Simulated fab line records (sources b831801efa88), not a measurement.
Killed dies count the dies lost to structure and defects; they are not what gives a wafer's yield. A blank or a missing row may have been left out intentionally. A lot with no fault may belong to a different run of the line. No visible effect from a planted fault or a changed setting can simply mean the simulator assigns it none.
The tool behind it: which one?    flow sky130    36 wafers from 12 lots sampled at 4 of the route's 708 steps

## WHAT THE GAUGES READ, wafer by wafer
The record holds no reading of a measuring or inspecting step that can be judged against a usual standard deviation.

## EACH LOT AND THE TOOL THAT RAN IT (in order: tool; ch and the chambers of the sampled wafers; start)
lot   SKY_LDD_HVN_STRIP_09                  SKY_VIA1_ETCH_15                    SKY_VIA1_STRIP_16                     SKY_VIA1_CVD_21
L712  plasma_asher-01 ch 0,1, day 19 20:48  rie_diel-03 ch 1,2,3, day 33 12:29  plasma_asher-03 ch 0,1, day 33 12:31  cvd_w-02 ch 0,1, day 33 13:12
L713  plasma_asher-04 ch 0,1, day 20 08:43  rie_diel-04 ch 1,2,3, day 33 23:19  plasma_asher-01 ch 0,1, day 33 23:22  cvd_w-01 ch 0,1, day 34 00:01
L717  plasma_asher-01 ch 0,1, day 21 15:02  rie_diel-04 ch 0,1,2, day 35 00:41  plasma_asher-01 ch 0,1, day 35 00:44  cvd_w-01 ch 0,1, day 35 01:25
L716  plasma_asher-02 ch 0, day 21 19:42    rie_diel-04 ch 0,2, day 35 04:43    plasma_asher-01 ch 0,1, day 35 04:46  cvd_w-01 ch 0,1, day 35 05:25
L718  plasma_asher-02 ch 0,1, day 22 09:04  rie_diel-03 ch 0,1,2, day 35 17:35  plasma_asher-01 ch 0,1, day 35 17:38  cvd_w-02 ch 0,1, day 35 18:17
L719  plasma_asher-04 ch 0,1, day 22 22:26  rie_diel-03 ch 1,2,3, day 36 05:14  plasma_asher-03 ch 0,1, day 36 05:16  cvd_w-02 ch 0,1, day 36 05:58
L720  plasma_asher-04 ch 0,1, day 23 00:52  rie_diel-04 ch 0,1,2, day 36 08:25  plasma_asher-03 ch 0,1, day 36 08:28  cvd_w-01 ch 0,1, day 36 09:07
L721  plasma_asher-02 ch 0,1, day 23 06:56  rie_diel-03 ch 0,1,3, day 36 12:49  plasma_asher-03 ch 0,1, day 36 12:52  cvd_w-02 ch 0,1, day 36 13:31
L725  plasma_asher-02 ch 0,1, day 24 21:04  rie_diel-03 ch 2,3, day 37 17:26    plasma_asher-03 ch 0,1, day 37 17:31  cvd_w-01 ch 0,1, day 37 18:13
L731  plasma_asher-02 ch 0,1, day 26 19:38  rie_diel-01 ch 0,2,3, day 39 13:55  plasma_asher-02 ch 0,1, day 39 13:58  cvd_w-01 ch 0,1, day 39 14:38
L734  plasma_asher-04 ch 0,1, day 27 21:18  rie_diel-04 ch 0,1,3, day 40 08:38  plasma_asher-01 ch 1, day 40 08:40    cvd_w-02 ch 0,1, day 40 09:20
L733  plasma_asher-02 ch 0,1, day 27 23:24  rie_diel-04 ch 0,3, day 40 15:05    plasma_asher-03 ch 0,1, day 40 15:07  cvd_w-01 ch 0,1, day 40 15:47
- SKY_LDD_HVN_STRIP_09: strips in O2/N2.
- SKY_VIA1_ETCH_15: etches SiO2 in C4F8/O2/Ar, stops on TiN, target depth 351 nm, time 54 s.
- SKY_VIA1_STRIP_16: strips in O2/N2.
- SKY_VIA1_CVD_21: deposits W, target thk 270 nm, time 80.902 s.

## AS READ BY THE TOOLS THEMSELVES (means over the sampled wafers that have a number; for cases with no such wafer, the mark the record gives instead)
SKY_LDD_HVN_STRIP_09.
lot   tool             drypump_motor_current_A (A)  oes_product_au (a.u.)  strip_time_to_endpoint_s (s)
L712  plasma_asher-01  5.6                          0.407                  4.132
L713  plasma_asher-04  5.3                          0.407                  4.118
L717  plasma_asher-01  5.7                          0.410                  4.138
L716  plasma_asher-02  5.6                          0.409                  4.128
L718  plasma_asher-02  5.7                          0.409                  4.128
L719  plasma_asher-04  5.1                          0.409                  4.130
L720  plasma_asher-04  5.3                          0.412                  4.121
L721  plasma_asher-02  5.6                          0.407                  4.133
L725  plasma_asher-02  5.6                          0.413                  4.142
L731  plasma_asher-02  5.7                          0.405                  3.855
L734  plasma_asher-04  5.1                          0.409                  4.130
L733  plasma_asher-02  5.6                          0.411                  3.860

SKY_VIA1_ETCH_15.
lot   tool         oes_product_au (a.u.)  rf_fwd_power_W (W)
L712  rie_diel-03  0.978                  1483
L713  rie_diel-04  0.983                  1487
L717  rie_diel-04  0.984                  1489
L716  rie_diel-04  0.987                  1488
L718  rie_diel-03  0.985                  1484
L719  rie_diel-03  0.981                  1477
L720  rie_diel-04  0.979                  1492
L721  rie_diel-03  0.982                  1485
L725  rie_diel-03  0.982                  1484
L731  rie_diel-01  0.987                  1481
L734  rie_diel-04  0.986                  1487
L733  rie_diel-04  0.982                  1485

SKY_VIA1_STRIP_16.
lot   tool             drypump_motor_current_A (A)  oes_product_au (a.u.)  strip_time_to_endpoint_s (s)
L712  plasma_asher-03  5.64                         0.414                  4.445
L713  plasma_asher-01  5.77                         0.418                  4.457
L717  plasma_asher-01  5.61                         0.419                  4.425
L716  plasma_asher-01  5.76                         0.419                  4.453
L718  plasma_asher-01  5.61                         0.416                  4.433
L719  plasma_asher-03  5.77                         0.416                  4.443
L720  plasma_asher-03  5.66                         0.411                  4.432
L721  plasma_asher-03  5.65                         0.420                  4.430
L725  plasma_asher-03  5.64                         0.424                  4.415
L731  plasma_asher-02  5.63                         0.420                  4.439
L734  plasma_asher-01  5.45                         0.419                  4.466
L733  plasma_asher-03  5.65                         0.415                  4.457

SKY_VIA1_CVD_21.
lot   tool      heater_power_w (W)
L712  cvd_w-02  958
L713  cvd_w-01  792
L717  cvd_w-01  788
L716  cvd_w-01  790
L718  cvd_w-02  971
L719  cvd_w-02  990
L720  cvd_w-01  795
L721  cvd_w-02  986
L725  cvd_w-01  799
L731  cvd_w-01  787
L734  cvd_w-02  944
L733  cvd_w-01  793

## THE ANSWER, worked out from the rows above alone
Rule: usual is defined by the lots themselves. Put in order of their means at a reading, lots are off if they are a third of the lots or fewer, leave a main group of 4 or more, and stand apart from it by a gap of 3 or more times the standard deviation of the main group's means; of several such gaps the widest counts. If all means in a main group match to the digits the tables above print for the reading, that group is not used. A lot without any number at a reading at which 4 lots or more have one is off too. All remaining lots with rows at the step are treated as sound. After the gauges, taken in route order, come the tools' own readings; for these a lot's mean is taken, as printed above. The first step at which some lot is off is used, and at that step the reading that is off furthest; a lot without a number counts as furthest.
Off, at SKY_LDD_HVN_STRIP_09 on strip_time_to_endpoint_s: L731, L733. The main group: mean 4.130 s, standard deviation 0.0067.
If a tool, at that step or one of the process steps before it, ran each lot that is off and ran no sound lot following the first of them, it fits. One candidate fits, namely plasma_asher-02 at SKY_LDD_HVN_STRIP_09. A fault onset in the window from L725 (day 24 21:04, its last sound lot) to L731 (day 26 19:38, its first lot off) fits.
On the lots that are off, the tool's own readings at SKY_LDD_HVN_STRIP_09 differ by more than 5 times the standard deviation of the sound lots' means, which bears it out; strip_time_to_endpoint_s reads 3.857 s there versus 4.130 s on the sound lots.

## WHAT THE SIMULATOR HAD INSERTED
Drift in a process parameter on plasma_asher-02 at SKY_LDD_HVN_STRIP_09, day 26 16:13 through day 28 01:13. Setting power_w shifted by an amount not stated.
Struck lots among those shown: L731, L733. The rule above found the same.
